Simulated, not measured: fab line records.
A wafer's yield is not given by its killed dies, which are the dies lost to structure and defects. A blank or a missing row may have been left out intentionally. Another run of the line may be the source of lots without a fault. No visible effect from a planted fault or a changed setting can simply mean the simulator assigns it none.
fab line records + flow sky130
record
- lots=6
- wafers=18
- last_day=51
route steps=708 shown LOCAL_INTERCONNECT@388 PAD_OPEN@708
lots that met no fault: taken from a fault-free run of the same line
start_h: hours from the record's first day to the start of the lot's first wafer shown + wait_h: hours elapsed since this lot's preceding step + " as in the row above + L1.1+2: a row that stands for several wafers + - no value present, or no start provided + * or withheld: withheld + < > ~ a bound
route shown NAME@n: a module of which the file shows steps, and the number in the route of the first + usual: mean/standard deviation of fault-free wafers + same: alike in all rows + chamber/n: place in a boat + sites: readings site by site + _std_site: the standard deviation of these + _edge_site: the outer-site mean with the inner-site mean subtracted + radius_mm: how far each site lies from the wafer's centre + mask NAME#n: copy n + behind: the tool/chamber that last shaped the wafer + hold: what put the lot on hold/how long, in hours/how the hold closed + device: the n, p or np transistor that did not switch + end of line: at the end of the route, the tests of the same wafers + a step with no rows: only its recipe + killed: dies that structure and defects cost at the first sort, which is not the same as the wafer's yield + map: shows each die of a wafer: x if killed, . if not, _ if none is there
set.NAME: the setting the step ran with; set.NAME@STEP: the setting that earlier step ran with + model.NAME: the simulator's own value behind a step, which no gauge read
lots seen at some steps along the route; tables by step, rows by wafer
services: when a tool's chamber went out of use (start_h, in hours from the record's first day, below 0 if earlier), for how many hours, and the reason
## steps
# step SKY_LOCAL_INTERCONNECT_RS_MEAS_01
# recipe
- thk_meas_gauge=four-point-probe
- reads=TiN_of_LOCAL_INTERCONNECT_SPUTTER_00
# usual
- LOCAL_INTERCONNECT_TIN_RS=14.20/0.14
| lot.wafer | tool          | chamber | start_h | wait_h | LOCAL_INTERCONNECT_TIN_RS[ohm/sq] |
|-----------|---------------|---------|---------|--------|-----------------------------------|
| L556.2    | film_metro-02 | -       | 733.48  | 0.1    | 14.31                             |
| L556.3    | "             | -       | "       | "      | 14.45                             |
| L556.5    | "             | -       | "       | "      | 14.48                             |
| L557.1    | film_metro-02 | -       | 734.38  | 0.0    | 14.27                             |
| L557.2    | "             | -       | "       | "      | 14.41                             |
| L557.3    | "             | -       | "       | "      | 14.25                             |
| L567.1    | film_metro-01 | -       | 815.75  | 0.0    | 14.38                             |
| L567.4    | "             | -       | "       | "      | 14.44                             |
| L567.5    | "             | -       | "       | "      | 14.42                             |
| L568.1    | film_metro-04 | -       | 829.68  | 0.0    | 13.96                             |
| L568.3    | "             | -       | "       | "      | 13.98                             |
| L568.6    | "             | -       | "       | "      | 13.96                             |
| L569.3    | film_metro-01 | -       | 833.32  | 0.1    | 14.17                             |
| L569.4    | "             | -       | "       | "      | 14.13                             |
| L569.6    | "             | -       | "       | "      | 14.23                             |
| L575.1    | film_metro-04 | -       | 865.34  | 0.0    | 14.29                             |
| L575.4    | "             | -       | "       | "      | 14.06                             |
| L575.5    | "             | -       | "       | "      | 14.25                             |
# step SKY_LOCAL_INTERCONNECT_THK_MEAS_02
# recipe
- thk_meas_gauge=xrf
- reads=TiN_of_LOCAL_INTERCONNECT_SPUTTER_00
# usual
- LOCAL_INTERCONNECT_TIN_THK=98.7/1.1
| lot.wafer | tool          | chamber | start_h | wait_h | LOCAL_INTERCONNECT_TIN_THK[nm] |
|-----------|---------------|---------|---------|--------|--------------------------------|
| L556.2    | film_metro-02 | -       | 733.59  | 0.1    | 97.4                           |
| L556.3    | "             | -       | "       | "      | 97.0                           |
| L556.5    | "             | -       | "       | "      | 96.8                           |
| L557.1    | film_metro-02 | -       | 734.50  | 0.1    | 98.0                           |
| L557.2    | "             | -       | "       | "      | 96.8                           |
| L557.3    | "             | -       | "       | "      | 98.2                           |
| L567.1    | film_metro-01 | -       | 815.87  | 0.1    | 98.0                           |
| L567.4    | "             | -       | "       | "      | 97.1                           |
| L567.5    | "             | -       | "       | "      | 97.8                           |
| L568.1    | film_metro-04 | -       | 829.80  | 0.1    | 100.4                          |
| L568.3    | "             | -       | "       | "      | 100.6                          |
| L568.6    | "             | -       | "       | "      | 100.7                          |
| L569.3    | film_metro-01 | -       | 833.42  | 0.1    | 99.1                           |
| L569.4    | "             | -       | "       | "      | 99.4                           |
| L569.6    | "             | -       | "       | "      | 98.4                           |
| L575.1    | film_metro-04 | -       | 865.46  | 0.1    | 98.6                           |
| L575.4    | "             | -       | "       | "      | 100.3                          |
| L575.5    | "             | -       | "       | "      | 99.2                           |
# step SKY_LOCAL_INTERCONNECT_DEHYDRATE_03
# recipe
- temp_c=200
- time_s=60
# step SKY_LOCAL_INTERCONNECT_HMDS_04
# recipe
- prime_time_s=60
- prime_temp_c=120
# step SKY_LOCAL_INTERCONNECT_COAT_05
# recipe
- resist=BARC
- temp_c=withheld
- time_s=withheld
- spin_rpm=3000
- resist_thk_nm=59.23
# step SKY_LOCAL_INTERCONNECT_COAT_06
# recipe
- resist=KrF-thick
- spin_rpm=3000
- resist_thk_nm=450
# step SKY_LOCAL_INTERCONNECT_SOFTBAKE_07
# recipe
- temp_c=100
- time_s=90
- resist=KrF-thick
# step SKY_LOCAL_INTERCONNECT_EXPOSE_08
# recipe
- mask_id=LI1M
- na=0.8
- source_shape=annular
- sigma_inner=0.55
- sigma_outer=0.85
- target_cd_nm=170
- dose_mj=28
# step SKY_LOCAL_INTERCONNECT_PEB_09
# recipe
- peb_temp_c=withheld
- peb_time_s=withheld
- resist=KrF-thick
# step SKY_LOCAL_INTERCONNECT_DEVELOP_10
# recipe
- develop_time_s=60
- resist=KrF-thick
- dev_temp_c=21
# step SKY_LOCAL_INTERCONNECT_CD_MEAS_11
# recipe
- target_cd_nm=170
# usual
- cd_nm=169.6/1.7
| lot.wafer | tool      | chamber | start_h | wait_h | cd_nm |
|-----------|-----------|---------|---------|--------|-------|
| L556.2    | cd_sem-01 | -       | 761.77  | -      | 169.9 |
| L556.3    | "         | -       | "       | "      | 168.1 |
| L556.5    | "         | -       | "       | "      | 170.1 |
| L557.1    | cd_sem-01 | -       | 762.12  | -      | 169.8 |
| L557.2    | "         | -       | "       | "      | 169.2 |
| L557.3    | "         | -       | "       | "      | 171.4 |
| L567.1    | cd_sem-02 | -       | 842.32  | -      | 169.4 |
| L567.4    | "         | -       | "       | "      | 170.8 |
| L567.5    | "         | -       | "       | "      | 171.4 |
| L568.1    | cd_sem-02 | -       | 856.67  | -      | 168.2 |
| L568.3    | "         | -       | "       | "      | 168.7 |
| L568.6    | "         | -       | "       | "      | 167.8 |
| L569.3    | cd_sem-02 | -       | 860.24  | -      | 167.4 |
| L569.4    | "         | -       | "       | "      | 166.8 |
| L569.6    | "         | -       | "       | "      | 167.2 |
| L575.1    | cd_sem-01 | -       | 892.10  | -      | 166.7 |
| L575.4    | "         | -       | "       | "      | 168.4 |
| L575.5    | "         | -       | "       | "      | 167.6 |
# step SKY_LOCAL_INTERCONNECT_OVL_MEAS_12
# usual
- LOCAL_INTERCONNECT_OVL=1/7
| lot.wafer | tool       | chamber | start_h | wait_h | LOCAL_INTERCONNECT_OVL[nm] |
|-----------|------------|---------|---------|--------|----------------------------|
| L556.2    | overlay-01 | -       | 761.88  | 0.1    | 14                         |
| L556.3    | "          | -       | "       | "      | 13                         |
| L556.5    | "          | -       | "       | "      | 14                         |
| L557.1    | overlay-01 | -       | 762.24  | 0.1    | -7                         |
| L557.2    | "          | -       | "       | "      | 5                          |
| L557.3    | "          | -       | "       | "      | -5                         |
| L567.1    | overlay-02 | -       | 842.44  | 0.1    | -11                        |
| L567.4    | "          | -       | "       | "      | -13                        |
| L567.5    | "          | -       | "       | "      | -8                         |
| L568.1    | overlay-01 | -       | 856.79  | 0.1    | 0                          |
| L568.3    | "          | -       | "       | "      | 0                          |
| L568.6    | "          | -       | "       | "      | 7                          |
| L569.3    | overlay-01 | -       | 860.33  | 0.1    | -9                         |
| L569.4    | "          | -       | "       | "      | -12                        |
| L569.6    | "          | -       | "       | "      | 1                          |
| L575.1    | overlay-01 | -       | 892.22  | 0.1    | -4                         |
| L575.4    | "          | -       | "       | "      | -3                         |
| L575.5    | "          | -       | "       | "      | 1                          |
# step SKY_LOCAL_INTERCONNECT_ETCH_13
# recipe
- chemistry=N2/H2
- target=BARC
- ion_energy_ev=200
- bias_w=100
- pressure_mtorr=30
- n2_flow_sccm=100
- h2_flow_sccm=200
- icp_w=500
- stop_on=SiO2
- time_s=45.9
- target_depth_a=600
# usual
- drypump_motor_current_A=5.9/0.67
- n2_flow_sccm=100.0/0.32
- oes_product_au=0.849/0.0049
- throttle_valve_pct=13.223/0.0086
| lot.wafer | tool         | chamber | start_h | wait_h | drypump_motor_current_A | n2_flow_sccm | oes_product_au | rf_hours_counter_h | throttle_valve_pct | model.KrF-thick_of_LOCAL_INTERCONNECT_COAT_06.thk_nm | model.LOCAL_INTERCONNECT.cd_nm | model.SiO2_of_SONOS_ONO_CVD_04.thk_nm |
|-----------|--------------|---------|---------|--------|-------------------------|--------------|----------------|--------------------|--------------------|------------------------------------------------------|--------------------------------|---------------------------------------|
| L556.2    | rie_metal-01 | 1       | 761.91  | 0.0    | 6.1                     | 99.8         | 0.848          | 0                  | 13.238             | 394.6                                                | 170.1                          | 4.375                                 |
| L556.3    | "            | 0       | "       | "      | 6.7                     | 99.7         | 0.842          | -                  | 13.207             | 393.3                                                | 167.9                          | 4.352                                 |
| L556.5    | "            | 0       | "       | "      | 6.7                     | 100.0        | 0.853          | -                  | 13.224             | 394.3                                                | 169.5                          | 4.314                                 |
| L557.1    | rie_metal-03 | 0       | 762.27  | 0.0    | 4.8                     | 100.2        | 0.854          | 9                  | 13.233             | 394.1                                                | 169.3                          | 4.268                                 |
| L557.2    | "            | 1       | "       | "      | 5.6                     | 99.4         | 0.848          | 14                 | 13.223             | 394.1                                                | 168.8                          | 4.284                                 |
| L557.3    | "            | 1       | "       | "      | 5.6                     | 99.9         | 0.851          | -                  | 13.227             | 394.3                                                | 170.5                          | 4.386                                 |
| L567.1    | rie_metal-01 | 1       | 842.47  | 0.0    | 6.1                     | 100.1        | 0.858          | 4                  | 13.220             | 368.8                                                | 165.1                          | 2.994                                 |
| L567.4    | "            | 1       | "       | "      | 6.1                     | 100.9        | 0.847          | -                  | 13.214             | 368.7                                                | 166.2                          | 2.956                                 |
| L567.5    | "            | 1       | "       | "      | 6.1                     | 100.4        | 0.848          | -                  | 13.218             | 369.6                                                | 167.8                          | 2.99                                  |
| L568.1    | rie_metal-01 | 1       | 856.82  | 0.0    | 6.1                     | 100.4        | 0.848          | 4                  | 13.219             | 369                                                  | 163.8                          | 3.017                                 |
| L568.3    | "            | 0       | "       | "      | 6.6                     | 100.3        | 0.853          | -                  | 13.229             | 393.3                                                | 168.8                          | 4.292                                 |
| L568.6    | "            | 0       | "       | "      | 6.7                     | 99.9         | 0.849          | -                  | 13.220             | 394.3                                                | 167.8                          | 4.283                                 |
| L569.3    | rie_metal-03 | 0       | 860.38  | 0.0    | 4.8                     | 100.1        | 0.857          | -                  | 13.226             | 390.2                                                | 168.3                          | 4.197                                 |
| L569.4    | "            | 1       | "       | "      | 5.6                     | 100.4        | 0.852          | -                  | 13.209             | 390.5                                                | 167.6                          | 4.331                                 |
| L569.6    | "            | 0       | "       | "      | 4.8                     | 100.2        | 0.853          | -                  | 13.219             | 391.1                                                | 167.5                          | 4.277                                 |
| L575.1    | rie_metal-03 | 1       | 892.26  | 0.0    | 5.7                     | 100.2        | 0.840          | 2                  | 13.217             | 392.6                                                | 166.3                          | 4.256                                 |
| L575.4    | "            | 1       | "       | "      | 5.6                     | 100.0        | 0.849          | -                  | 13.214             | 390.4                                                | 168                            | 4.375                                 |
| L575.5    | "            | 1       | "       | "      | 5.7                     | 100.3        | 0.850          | -                  | 13.195             | 393.2                                                | 167.1                          | 4.418                                 |
# step SKY_LOCAL_INTERCONNECT_METAL_ETCH_14
# recipe
- target_depth_nm=110
- stop_on=PSG
- chemistry=Cl2/BCl3
- target=TiN
- resist_sidewall_deg=88
- pressure_mtorr=10
- icp_w=900
- bias_w=48.5
- Cl2_flow_sccm=60
- bcl3_flow_sccm=30
- time_s=31.4
# usual
- drypump_motor_current_A=5.9/0.67
- oes_product_au=0.939/0.0072
- throttle_valve_pct=21.901/0.0097
| lot.wafer | tool         | chamber | start_h | wait_h | drypump_motor_current_A | oes_product_au | rf_hours_counter_h | throttle_valve_pct | model.KrF-thick_of_LOCAL_INTERCONNECT_COAT_06.thk_nm | model.LOCAL_INTERCONNECT.cd_nm |
|-----------|--------------|---------|---------|--------|-------------------------|----------------|--------------------|--------------------|------------------------------------------------------|--------------------------------|
| L556.2    | rie_metal-01 | 1       | 761.97  | 0.0    | 6.1                     | 0.931          | 0                  | 21.925             | 351.1                                                | 169.2                          |
| L556.3    | "            | 0       | "       | "      | 6.7                     | 0.934          | -                  | 21.917             | 349.2                                                | 167.7                          |
| L556.5    | "            | 0       | "       | "      | 6.7                     | 0.913          | -                  | 21.905             | 350.1                                                | 169.3                          |
| L557.1    | rie_metal-03 | 0       | 762.34  | 0.0    | 4.8                     | 0.939          | 9                  | 21.915             | 349.5                                                | 169                            |
| L557.2    | "            | 1       | "       | "      | 5.6                     | 0.930          | 14                 | 21.919             | 350.4                                                | 168.1                          |
| L557.3    | "            | 1       | "       | "      | 5.6                     | 0.940          | -                  | 21.894             | 350.1                                                | 169.9                          |
| L567.1    | rie_metal-01 | 1       | 842.54  | 0.0    | 6.1                     | 0.944          | 4                  | 21.899             | 324.9                                                | 165.2                          |
| L567.4    | "            | 1       | "       | "      | 6.1                     | 0.924          | -                  | 21.920             | 324.5                                                | 166                            |
| L567.5    | "            | 1       | "       | "      | 6.1                     | 0.928          | -                  | 21.913             | 325.5                                                | 167.9                          |
| L568.1    | rie_metal-01 | 1       | 856.89  | 0.0    | 6.1                     | 0.954          | 4                  | 21.901             | 325.2                                                | 164                            |
| L568.3    | "            | 0       | "       | "      | 6.7                     | 0.942          | -                  | 21.908             | 349.4                                                | 168.8                          |
| L568.6    | "            | 0       | "       | "      | 6.7                     | 0.958          | -                  | 21.893             | 350                                                  | 167.5                          |
| L569.3    | rie_metal-03 | 0       | 860.44  | 0.0    | 4.8                     | 0.946          | -                  | 21.898             | 345.1                                                | 168.4                          |
| L569.4    | "            | 1       | "       | "      | 5.7                     | 0.938          | -                  | 21.908             | 345.4                                                | 167.1                          |
| L569.6    | "            | 0       | "       | "      | 4.8                     | 0.930          | -                  | 21.890             | 346.1                                                | 167.8                          |
| L575.1    | rie_metal-03 | 1       | 892.38  | 0.1    | 5.6                     | 0.939          | 2                  | 21.923             | 347.9                                                | 166.2                          |
| L575.4    | "            | 1       | "       | "      | 5.6                     | 0.947          | -                  | 21.910             | 345.2                                                | 168.1                          |
| L575.5    | "            | 1       | "       | "      | 5.6                     | 0.941          | -                  | 21.918             | 348.3                                                | 167                            |
# step SKY_LOCAL_INTERCONNECT_STRIP_15
# recipe
- chemistry=O2/N2
- power_w=1400
- pressure_mtorr=1500
- platen_temp_c=withheld
- o2_flow_sccm=3000
- n2_flow_sccm=300
- overash_fraction=0.5
# usual
- drypump_motor_current_A=5.8/0.32
- n2_flow_sccm=299.8/0.91
- o2_flow_sccm=3002/9.1
- oes_product_au=0.426/0.0042
- strip_time_to_endpoint_s=4.711/0.018
| lot.wafer | tool            | chamber | start_h | wait_h | drypump_motor_current_A | n2_flow_sccm | o2_flow_sccm | oes_product_au | rf_hours_counter_h | strip_time_to_endpoint_s |
|-----------|-----------------|---------|---------|--------|-------------------------|--------------|--------------|----------------|--------------------|--------------------------|
| L556.2    | plasma_asher-02 | 1       | 762.02  | 0.0    | 6.1                     | 298.7        | 2991         | 0.431          | 97                 | 4.744                    |
| L556.3    | "               | 1       | "       | "      | 6.1                     | 300.0        | 3009         | 0.425          | -                  | 4.723                    |
| L556.5    | "               | 0       | "       | "      | 5.6                     | 299.0        | 3006         | 0.423          | -                  | 4.727                    |
| L557.1    | plasma_asher-02 | 0       | 762.39  | 0.0    | 5.7                     | 300.3        | 3008         | 0.427          | 97                 | 4.724                    |
| L557.2    | "               | 1       | "       | "      | 6.1                     | 301.2        | 3014         | 0.431          | 97                 | 4.725                    |
| L557.3    | "               | 0       | "       | "      | 5.7                     | 300.8        | 3007         | 0.432          | -                  | 4.721                    |
| L567.1    | plasma_asher-04 | 0       | 842.59  | 0.0    | 5.6                     | 299.6        | 3003         | 0.420          | 10                 | 4.462                    |
| L567.4    | "               | 1       | "       | "      | 6.3                     | 300.4        | 3017         | 0.407          | -                  | 4.466                    |
| L567.5    | "               | 1       | "       | "      | 6.3                     | 298.9        | 3001         | 0.413          | -                  | 4.468                    |
| L568.1    | plasma_asher-02 | 1       | 856.94  | 0.0    | 6.1                     | 298.7        | 3021         | 0.420          | 108                | 4.444                    |
| L568.3    | "               | 1       | "       | "      | 6.1                     | 299.6        | 2999         | 0.423          | -                  | 4.721                    |
| L568.6    | "               | 0       | "       | "      | 5.6                     | 301.7        | 2997         | 0.432          | -                  | 4.724                    |
| L569.3    | plasma_asher-02 | 0       | 860.51  | 0.1    | 5.6                     | 299.7        | 2983         | 0.426          | -                  | 4.672                    |
| L569.4    | "               | 1       | "       | "      | 6.1                     | 299.9        | 3005         | 0.427          | -                  | 4.664                    |
| L569.6    | "               | 0       | "       | "      | 5.6                     | 300.0        | 2991         | 0.419          | -                  | 4.677                    |
| L575.1    | plasma_asher-04 | 0       | 892.49  | 0.1    | 5.6                     | 300.5        | 2994         | 0.429          | 15                 | 4.711                    |
| L575.4    | "               | 1       | "       | "      | 6.3                     | 299.9        | 2997         | 0.419          | -                  | 4.677                    |
| L575.5    | "               | 0       | "       | "      | 5.6                     | 299.6        | 3002         | 0.437          | -                  | 4.709                    |
# step SKY_LOCAL_INTERCONNECT_STRIP_16
# recipe
- chemistry=post_etch_residue_remover
- time_s=1200
- temp_c=72.5
# step SKY_PAD_OPEN_PROBE_99
# usual
- killed_at_M0_to_M3=43/7.3
- killed_at_M4_up=3.4/2.1
- killed_at_contacts=24/5.9
- killed_at_front_end=14/4
- killed_at_other=0.3/0.54
- killed_dies=85/10
- killed_open=46/7.7
- killed_short=38/6
# same
- gross_dies=492
- killed_at_back_side=0
| lot.wafer | tool      | chamber | start_h | wait_h | killed_at_M0_to_M3 | killed_at_M4_up | killed_at_contacts | killed_at_front_end | killed_at_other | killed_dies | killed_open | killed_short | model.etest.res_li.line_ohm_um |
|-----------|-----------|---------|---------|--------|--------------------|-----------------|--------------------|---------------------|-----------------|-------------|-------------|--------------|--------------------------------|
| L556.2    | prober-02 | -       | 1127.39 | 0.1    | 41                 | 4               | 31                 | 17                  | 0               | 93          | 53          | 40           | 75.98                          |
| L556.3    | prober-02 | -       | 1127.44 | 0.2    | 39                 | 2               | 20                 | 9                   | 0               | 70          | 38          | 32           | 77.75                          |
| L556.5    | prober-02 | -       | 1127.54 | 0.2    | 56                 | 1               | 30                 | 20                  | 0               | 107         | 53          | 54           | 76.59                          |
| L557.1    | prober-01 | -       | 1128.22 | 0.1    | 42                 | 4               | 27                 | 15                  | 2               | 90          | 51          | 39           | 76.6                           |
| L557.2    | prober-01 | -       | 1128.27 | 0.1    | 36                 | 2               | 12                 | 11                  | 0               | 61          | 28          | 33           | 76.65                          |
| L557.3    | prober-01 | -       | 1128.32 | 0.2    | 36                 | 2               | 16                 | 10                  | 0               | 64          | 34          | 30           | 75.47                          |
| L567.1    | prober-01 | -       | 1183.94 | 0.1    | 52                 | 1               | 18                 | 11                  | 0               | 82          | 43          | 39           | 78.06                          |
| L567.4    | prober-01 | -       | 1184.09 | 0.2    | 61                 | 2               | 20                 | 8                   | 0               | 91          | 56          | 35           | 77.6                           |
| L567.5    | prober-01 | -       | 1184.14 | 0.2    | 35                 | 1               | 22                 | 12                  | 0               | 70          | 33          | 35           | 76.62                          |
| L568.1    | prober-02 | -       | 1192.42 | 0.1    | 47                 | 6               | 22                 | 15                  | 1               | 91          | 50          | 41           | 76.54                          |
| L568.3    | prober-02 | -       | 1192.52 | 0.2    | 51                 | 4               | 19                 | 10                  | 1               | 85          | 39          | 46           | 74.79                          |
| L568.6    | prober-02 | -       | 1192.67 | 0.2    | 36                 | 1               | 23                 | 18                  | 1               | 79          | 42          | 35           | 75.33                          |
| L569.3    | prober-01 | -       | 1196.75 | 0.2    | 55                 | 4               | 29                 | 12                  | 1               | 101         | 50          | 50           | 75.48                          |
| L569.4    | prober-01 | -       | 1196.80 | 0.2    | 35                 | 2               | 25                 | 12                  | 0               | 74          | 46          | 28           | 76.06                          |
| L569.6    | prober-01 | -       | 1196.90 | 0.2    | 43                 | 5               | 24                 | 19                  | 1               | 92          | 49          | 43           | 76.37                          |
| L575.1    | prober-02 | -       | 1214.84 | 0.1    | 53                 | 3               | 14                 | 9                   | 0               | 79          | 46          | 32           | 77.35                          |
| L575.4    | prober-02 | -       | 1214.99 | 0.2    | 42                 | 5               | 16                 | 17                  | 0               | 80          | 38          | 41           | 74.93                          |
| L575.5    | prober-02 | -       | 1215.04 | 0.2    | 36                 | 5               | 27                 | 20                  | 0               | 88          | 45          | 39           | 76.62                          |
# killed by level:class
L556.2 CONTACT:geometric_particle:open=11 VIA1:geometric_particle:open=11 LI_CONTACT:geometric_particle:open=7 METAL1:geometric_particle:short=7 FIELD_ISO:geometric_particle:open=6 VIA2:geometric_particle:open=6 LOCAL_INTERCONNECT:geometric_particle:short=6 VIA1:geometric_particle:short=5
L556.3 CONTACT:geometric_particle:open=9 VIA1:geometric_particle:open=7 METAL2:geometric_particle:short=6 VIA2:geometric_particle:open=6 VIA1:geometric_particle:short=5 METAL3:geometric_particle:short=4 FIELD_ISO:geometric_particle:open=3 POLY_GATE:geometric_particle:open=3
L556.5 VIA1:geometric_particle:open=14 CONTACT:geometric_particle:open=11 VIA2:geometric_particle:open=8 POLY_GATE:geometric_particle:short=7 LI_CONTACT:geometric_particle:open=7 VIA1:geometric_particle:short=7 METAL2:geometric_particle:short=7 CONTACT:geometric_particle:short=6
L557.1 CONTACT:geometric_particle:open=12 VIA1:geometric_particle:open=8 VIA3:geometric_particle:open=7 METAL3:geometric_particle:short=6 LOCAL_INTERCONNECT:geometric_particle:short=6 FIELD_ISO:geometric_particle:open=5 METAL2:geometric_particle:short=5 VIA2:geometric_particle:open=5
L557.2 VIA2:geometric_particle:open=8 VIA3:geometric_particle:open=6 POLY_GATE:geometric_particle:short=5 VIA3:geometric_particle:short=5 LI_CONTACT:geometric_particle:open=4 METAL1:geometric_particle:short=4 CONTACT:geometric_particle:short=3 VIA2:geometric_particle:short=3
L557.3 CONTACT:geometric_particle:open=7 VIA1:geometric_particle:open=7 METAL2:geometric_particle:short=6 METAL1:geometric_particle:short=5 VIA3:geometric_particle:open=5 VIA1:geometric_particle:short=5 LOCAL_INTERCONNECT:geometric_particle:short=4 VIA2:geometric_particle:open=4
L567.1 METAL1:geometric_particle:short=8 VIA2:geometric_particle:open=7 VIA3:geometric_particle:open=7 LI_CONTACT:geometric_particle:open=6 CONTACT:geometric_particle:open=6 VIA1:geometric_particle:open=6 VIA1:geometric_particle:short=5 METAL2:geometric_particle:short=5
L567.4 VIA1:geometric_particle:open=14 VIA2:geometric_particle:open=13 CONTACT:geometric_particle:open=8 VIA3:geometric_particle:open=6 LI_CONTACT:geometric_particle:open=5 VIA2:geometric_particle:short=5 METAL2:geometric_particle:short=5 CONTACT:geometric_particle:short=4
L567.5 CONTACT:geometric_particle:open=9 METAL1:geometric_particle:short=6 LI_CONTACT:geometric_particle:open=5 VIA1:geometric_particle:open=4 METAL2:geometric_particle:short=4 CONTACT:geometric_particle:short=4 VIA1:geometric_particle:short=4 VIA3:geometric_particle:open=4
L568.1 VIA1:geometric_particle:open=11 CONTACT:geometric_particle:open=10 VIA2:geometric_particle:open=8 VIA3:geometric_particle:open=8 FIELD_ISO:geometric_particle:short=5 LOCAL_INTERCONNECT:geometric_particle:short=5 METAL1:geometric_particle:short=5 METAL2:geometric_particle:short=5
L568.3 VIA3:geometric_particle:open=9 CONTACT:geometric_particle:open=8 VIA2:geometric_particle:open=7 METAL2:geometric_particle:short=6 CONTACT:geometric_particle:short=6 METAL1:geometric_particle:short=5 VIA1:geometric_particle:open=5 VIA3:geometric_particle:short=5
L568.6 CONTACT:geometric_particle:open=11 VIA1:geometric_particle:open=11 FIELD_ISO:geometric_particle:short=7 VIA3:geometric_particle:open=6 LI_CONTACT:geometric_particle:open=6 METAL2:geometric_particle:short=4 FIELD_ISO:geometric_particle:open=3 POLY_GATE:geometric_particle:open=3
L569.3 LI_CONTACT:geometric_particle:open=10 CONTACT:geometric_particle:open=9 VIA2:geometric_particle:open=9 METAL2:geometric_particle:short=8 CONTACT:geometric_particle:short=7 VIA3:geometric_particle:short=6 METAL1:geometric_particle:short=5 VIA1:geometric_particle:open=5
L569.4 CONTACT:geometric_particle:open=14 VIA1:geometric_particle:open=8 VIA2:geometric_particle:open=6 POLY_GATE:geometric_particle:open=4 CONTACT:geometric_particle:short=4 METAL2:geometric_particle:short=4 VIA3:geometric_particle:open=4 POLY_GATE:geometric_particle:short=3
L569.6 LI_CONTACT:geometric_particle:open=11 VIA1:geometric_particle:open=7 VIA1:geometric_particle:short=6 VIA2:geometric_particle:short=6 POLY_GATE:geometric_particle:short=5 CONTACT:geometric_particle:open=5 METAL1:geometric_particle:short=5 VIA3:geometric_particle:open=5
L575.1 VIA1:geometric_particle:open=14 VIA2:geometric_particle:open=9 VIA3:geometric_particle:open=7 METAL1:geometric_particle:short=6 VIA2:geometric_particle:short=5 LI_CONTACT:geometric_particle:open=3 CONTACT:geometric_particle:open=3 METAL1:geometric_particle:open=3
L575.4 VIA1:geometric_particle:open=9 VIA1:geometric_particle:short=7 VIA2:geometric_particle:open=6 METAL3:geometric_particle:short=5 LI_CONTACT:geometric_particle:open=5 CONTACT:geometric_particle:open=5 METAL1:geometric_particle:short=5 METAL2:geometric_particle:short=5
L575.5 LI_CONTACT:geometric_particle:open=8 CONTACT:geometric_particle:open=7 VIA2:geometric_particle:open=7 FIELD_ISO:geometric_particle:open=6 CONTACT:geometric_particle:short=6 VIA1:geometric_particle:open=6 LOCAL_INTERCONNECT:geometric_particle:short=5 METAL2:geometric_particle:short=5
## services
| tool            | chamber | start_h | hours | kind           |
|-----------------|---------|---------|-------|----------------|
| plasma_asher-04 | 0       | 742.75  | -     | clean          |
| plasma_asher-04 | 1       | 742.75  | -     | clean          |
| plasma_asher-04 | -       | 762.01  | 3.9   | repair         |
| rie_metal-01    | -       | 814.43  | 1.4   | pm             |
| rie_metal-03    | 1       | 819.81  | -     | clean          |
| rie_metal-03    | 1       | 819.81  | 21.0  | scheduled_down |
| rie_metal-03    | 1       | 819.81  | 21.0  | vent_cycle     |
| plasma_asher-04 | -       | 839.71  | 0.7   | repair         |
| plasma_asher-02 | -       | 864.67  | 2.8   | pm             |
| rie_metal-03    | 0       | 875.33  | 21.9  | repair         |
## key
first_sign
- step=SKY_LOCAL_INTERCONNECT_STRIP_15
- reading=strip_time_to_endpoint_s
- direction=down
- sigmas=14
- usual=*
- struck=*
effect
- step=SKY_LOCAL_INTERCONNECT_STRIP_15
- reading=oes_product_au
- direction=down
- sigmas=2.7
- usual=0.426
- struck=0.415
model_effect
- step=SKY_LOCAL_INTERCONNECT_ETCH_13
- value=KrF-thick_of_LOCAL_INTERCONNECT_COAT_06.thk_nm
- without=393.8
- struck=369
model_effect
- step=SKY_LOCAL_INTERCONNECT_METAL_ETCH_14
- value=KrF-thick_of_LOCAL_INTERCONNECT_COAT_06.thk_nm
- without=349.8
- struck=325
model_effect
- step=SKY_PAD_OPEN_PROBE_99
- value=etest.res_li.line_ohm_um
- without=75
- struck=77.21
met_at SKY_LOCAL_INTERCONNECT_ETCH_13
struck_wafers L567.1,L567.4,L567.5,L568.1
tester_left_out L567,L568
onset_between 761.91 842.47
fault
- kind=process_parameter_drift
- tool=rie_metal-01
- chamber=1
- onset_h=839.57
- steps=SKY_LOCAL_INTERCONNECT_ETCH_13
- channel=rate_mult
- offset=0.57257
- shape=step
- end_h=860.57
# tester_left_out: of these lots the tester's yield and bins aren't shown, on N5 and GAA mostly nor the transistor test; their killed dies are dies lost to structure and defects alone, not to doping, threshold or leakage, so they don't give the yield
